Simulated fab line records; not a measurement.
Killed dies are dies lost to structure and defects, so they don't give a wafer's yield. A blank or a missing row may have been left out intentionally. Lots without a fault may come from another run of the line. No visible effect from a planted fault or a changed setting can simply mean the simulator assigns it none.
One fault seen from 2 desks || flow sky130 || only its own numbers are on each desk; what lay behind them is given at the end

## FROM THE METROLOGY DESK
Means of the sampled wafers that have a number, per lot and without regard to the tool the lot ran on: this is what the gauges read. Marked OUT: a lot whose mean sits more than 4 standard deviations from the usual mean, which makes it out of limits; the brackets give that distance.
Columns: A = RES_XHIGH_RS at SKY_SD_N_RS_MEAS_18, usual 333.1 ohm/sq; B = LI_CONTACT_BOW at SKY_LI_CONTACT_BOW_MEAS_03, usual 55 um
{"lot": "L363", "first seen here": "day 28 14:36", "A": 333.4, "B": 56}
{"lot": "L364", "first seen here": "day 28 19:14", "A": 332.2, "B": 56}
{"lot": "L365", "first seen here": "day 29 14:13", "A": 332.3, "B": 52}
{"lot": "L366", "first seen here": "day 29 15:47", "A": 333.5, "B": 53}
{"lot": "L368", "first seen here": "day 30 07:14", "A": 334.6, "B": 54}
{"lot": "L376", "first seen here": "day 32 19:35", "A": 334.0, "B": 53}
{"lot": "L377", "first seen here": "day 33 07:04", "A": 334.4, "B": 58}
{"lot": "L378", "first seen here": "day 33 18:36", "A": 332.6, "B": 51}
{"lot": "L379", "first seen here": "day 34 14:16", "A": 331.8, "B": 53}
{"lot": "L381", "first seen here": "day 34 18:43", "A": 335.8, "B": 52}
{"lot": "L383", "first seen here": "day 34 21:53", "A": 334.0, "B": 52}
{"lot": "L384", "first seen here": "day 35 09:52", "A": 332.9, "B": 59}
This desk's verdict: no lot among the 12 shows anything out of limits.

## FOR THE TOOL OWNER'S DESK: rie-metal-04
The tool's own readings at SKY_LOCAL_INTERCONNECT_ETCH_13 (etches BARC in N2/H2, stops on SiO2, time 45.9 s, target depth 60 nm): means of the sampled wafers that have a number, for each lot that ran on this tool. Marked OUT: a lot whose mean sits more than 4 standard deviations from the usual mean, which makes it out of limits; the brackets give that distance.
Columns: A = drypump-motor-current-A at SKY_LOCAL_INTERCONNECT_ETCH_13, usual 5.68 A; B = oes-product-au at SKY_LOCAL_INTERCONNECT_ETCH_13, usual 0.854 a.u.; C = throttle-valve-pct at SKY_LOCAL_INTERCONNECT_ETCH_13, usual 13.225 %
{"lot": "L363", "first seen here": "day 31 05:20", "A": 5.77, "B": 0.853, "C": 13.236}
{"lot": "L364", "first seen here": "day 31 07:32", "A": 5.87, "B": 0.859, "C": 13.231}
{"lot": "L366", "first seen here": "day 32 12:41", "A": 5.85, "B": 0.857, "C": 13.223}
{"lot": "L368", "first seen here": "day 32 15:13", "A": 5.86, "B": 0.854, "C": 13.235}
{"lot": "L376", "first seen here": "day 35 02:34", "A": 5.87, "B": 0.855, "C": 13.224}
{"lot": "L379", "first seen here": "day 36 20:31", "A": 5.85, "B": 0.856, "C": 13.224}
{"lot": "L384", "first seen here": "day 37 16:04", "A": 5.95, "B": 0.858, "C": 13.221}
This desk's verdict: no lot among the 7 shows anything out of limits.

## TAKEN TOGETHER
The metrology desk saw nothing out of limits.
Nothing out of limits was seen by the tool owner's desk.

## WHAT WAS PUT IN BY THE SIMULATOR
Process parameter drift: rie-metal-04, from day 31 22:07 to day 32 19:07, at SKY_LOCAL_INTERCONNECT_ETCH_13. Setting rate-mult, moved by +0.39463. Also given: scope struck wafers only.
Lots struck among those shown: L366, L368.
